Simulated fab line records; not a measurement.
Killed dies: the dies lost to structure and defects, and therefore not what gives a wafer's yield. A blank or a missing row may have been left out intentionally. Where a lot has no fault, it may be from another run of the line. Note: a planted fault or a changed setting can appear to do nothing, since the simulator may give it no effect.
Matching of chambers || flow gf180mcu || pecvd-02 running GF_V4_CVD_02: 3 sister chambers
The step deposits SiO2 from TEOS, target thk 850 nm, time 94.851 s. 6 wafers are shown with their chamber, then 7 later ones without.

WAFERS PAIRED WITH THEIR CHAMBERS
{"wafer": "L114.2", "chamber": 1, "heater_power_w (W)": 651, "rf_fwd_power_W (W)": 594.9}
{"wafer": "L117.6", "chamber": 0, "heater_power_w (W)": 819, "rf_fwd_power_W (W)": 598.6}
{"wafer": "L119.3", "chamber": 1, "heater_power_w (W)": 637, "rf_fwd_power_W (W)": 597.3}
{"wafer": "L119.6", "chamber": 2, "heater_power_w (W)": 669, "rf_fwd_power_W (W)": 598.0}
{"wafer": "L120.1", "chamber": 0, "heater_power_w (W)": 769, "rf_fwd_power_W (W)": 595.7}
{"wafer": "L120.2", "chamber": 2, "heater_power_w (W)": 671, "rf_fwd_power_W (W)": 595.3}

WAFERS MISSING THEIR CHAMBER
{"wafer": "L120.4", "heater_power_w (W)": 823, "rf_fwd_power_W (W)": 596.9}
{"wafer": "L121.2", "heater_power_w (W)": 772, "rf_fwd_power_W (W)": 599.3}
{"wafer": "L121.3", "heater_power_w (W)": 554, "rf_fwd_power_W (W)": 596.0}
{"wafer": "L121.5", "heater_power_w (W)": 821, "rf_fwd_power_W (W)": 598.1}
{"wafer": "L128.3", "heater_power_w (W)": 833, "rf_fwd_power_W (W)": 597.8}
{"wafer": "L128.4", "heater_power_w (W)": 545, "rf_fwd_power_W (W)": 593.8}
{"wafer": "L128.6", "heater_power_w (W)": 601, "rf_fwd_power_W (W)": 597.8}

WHICH CHAMBER EACH WENT THROUGH
{"wafer": "L120.4", "from the rows above": 0, "in truth": 0}
{"wafer": "L121.2", "from the rows above": 0, "in truth": 0}
{"wafer": "L121.3", "from the rows above": "can't be placed: 1 or 2", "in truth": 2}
{"wafer": "L121.5", "from the rows above": 0, "in truth": 0}
{"wafer": "L128.3", "from the rows above": 0, "in truth": 0}
{"wafer": "L128.4", "from the rows above": "can't be placed: 1 or 2", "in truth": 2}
{"wafer": "L128.6", "from the rows above": "can't be placed: 1 or 2", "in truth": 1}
Placed correctly: 4 of 7. Not placeable from these rows: 3 (in 3, the candidates include the true chamber). Placed wrongly: 0.
How it was worked out, from the rows above alone: a wafer's distance from a chamber is the root of the sum, over the readings, of the square of ((its reading less the chamber's mean) divided by the reading's scatter). The wafer belongs to the nearest chamber; if the next one is less than 2 further off, it can't be placed. Each chamber's mean is taken over the wafers shown for it. The scatter: take each reading less its chamber's mean, square it, sum over the shown wafers, divide by the number of wafers less the number of chambers, and take the root.
